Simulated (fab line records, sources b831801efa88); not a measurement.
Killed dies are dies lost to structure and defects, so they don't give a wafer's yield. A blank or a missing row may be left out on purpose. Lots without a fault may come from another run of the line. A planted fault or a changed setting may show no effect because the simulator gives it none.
Tool commonality check | flow gf180mcu | 12 lots, 36 wafers sampled

WHY IT WAS OPENED
At GF_STI_THK_MEAS_04 the reading STI_CVD_03_THK is flagged on 1 of 12 lots. Wafers without a fault read 206.8 nm, standard deviation 1.9.
Rule: a lot is flagged when every wafer of it that has a number lies more than 4 standard deviations from that mean, or none has a number. The other lots count as sound.

lot  | measured    | on            | STI_CVD_03_THK (nm), wafer by wafer | flag
L254 | day 1 14:05 | film_metro-03 | 205.6 206.1 206.5                   |
L255 | day 1 18:34 | film_metro-04 | 209.5 206.0 208.1                   |
L256 | day 1 23:34 | film_metro-03 | 211.9 211.7 211.9                   |
L257 | day 2 04:35 | film_metro-04 | 207.5 209.5 208.7                   |
L262 | day 3 05:34 | film_metro-02 | 254.2 252.4 253.7                   | FLAGGED
L266 | day 4 01:35 | film_metro-03 | 207.0 207.4 208.3                   |
L267 | day 4 06:34 | film_metro-04 | 208.9 206.8 208.6                   |
L269 | day 4 17:32 | film_metro-03 | 206.0 206.3 208.2                   |
L270 | day 4 21:34 | film_metro-02 | 207.3 204.9 205.3                   |
L272 | day 5 07:35 | film_metro-04 | 207.2 207.2 205.7                   |
L273 | day 5 13:11 | film_metro-04 | 206.8 207.5 205.8                   |
L274 | day 5 19:16 | film_metro-03 | 208.5 208.0 209.0                   |
The numbers of the flagged lots are 253.4 nm on average: +46.6 nm against the usual, or +25 standard deviations.

WHICH TOOL RAN EACH LOT
The record holds 1 process step before the reading, out of a route of 602 steps. In each cell: the tool, then ch and the chambers that the sampled wafers went through, then the start.
lot  | flag    | GF_STI_CVD_03
L254 |         | lpcvd-02 ch 0, day 1 12:05
L255 |         | lpcvd-02 ch 1, day 1 16:34
L256 |         | lpcvd-01 ch 0, day 1 21:34
L257 |         | lpcvd-01 ch 1, day 2 02:34
L262 | FLAGGED | lpcvd-01 ch 0, day 3 03:34
L266 |         | lpcvd-02 ch 0, day 3 23:34
L267 |         | lpcvd-02 ch 0, day 4 04:34
L269 |         | lpcvd-02 ch 1, day 4 15:34
L270 |         | lpcvd-02 ch 0, day 4 19:34
L272 |         | lpcvd-02 ch 1, day 5 05:34
L273 |         | lpcvd-02 ch 1, day 5 11:11
L274 |         | lpcvd-02 ch 0, day 5 16:17
What these steps do:
- GF_STI_CVD_03: deposits Si3N4 from DCS/NH3, target thk 207.16 nm, time 3551 s.
- GF_STI_THK_MEAS_04

FLAGGED OVER TOTAL, TOOL BY TOOL (the gauges that took the reading come last)
step               | tool          | lots run | flagged | share of the flagged lots | sound lots run after its first flagged lot
GF_STI_CVD_03      | lpcvd-01      | 3        | 1       | all                       | 0
GF_STI_CVD_03      | lpcvd-02      | 9        | 0       | none                      | -
GF_STI_THK_MEAS_04 | film_metro-02 | 2        | 1       | all                       | 1 (L270)
GF_STI_THK_MEAS_04 | film_metro-03 | 5        | 0       | none                      | -
GF_STI_THK_MEAS_04 | film_metro-04 | 5        | 0       | none                      | -

WHAT THE TABLE ALLOWS
2 rows of the table ran every flagged lot: lpcvd-01 at GF_STI_CVD_03, film_metro-02 at GF_STI_THK_MEAS_04.
- lpcvd-01 at GF_STI_CVD_03: 1 of its 3 lots flagged. Its last sound lot is L257 (day 2 02:34), its first flagged lot L262 (day 3 03:34): a fault that began between those two fits.
- film_metro-02 at GF_STI_THK_MEAS_04: 1 of its 2 lots flagged. Sound lots ran on it after the first flagged one (L270), which a lasting fault on the whole tool wouldn't allow.
One tool is left: lpcvd-01 at GF_STI_CVD_03.

WHAT THE SIMULATOR HAD PUT IN
Process parameter drift: lpcvd-01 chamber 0, from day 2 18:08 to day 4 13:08, at GF_STI_CVD_03. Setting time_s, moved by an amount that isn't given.
Lots struck among those shown: L262. The rule above found the same.
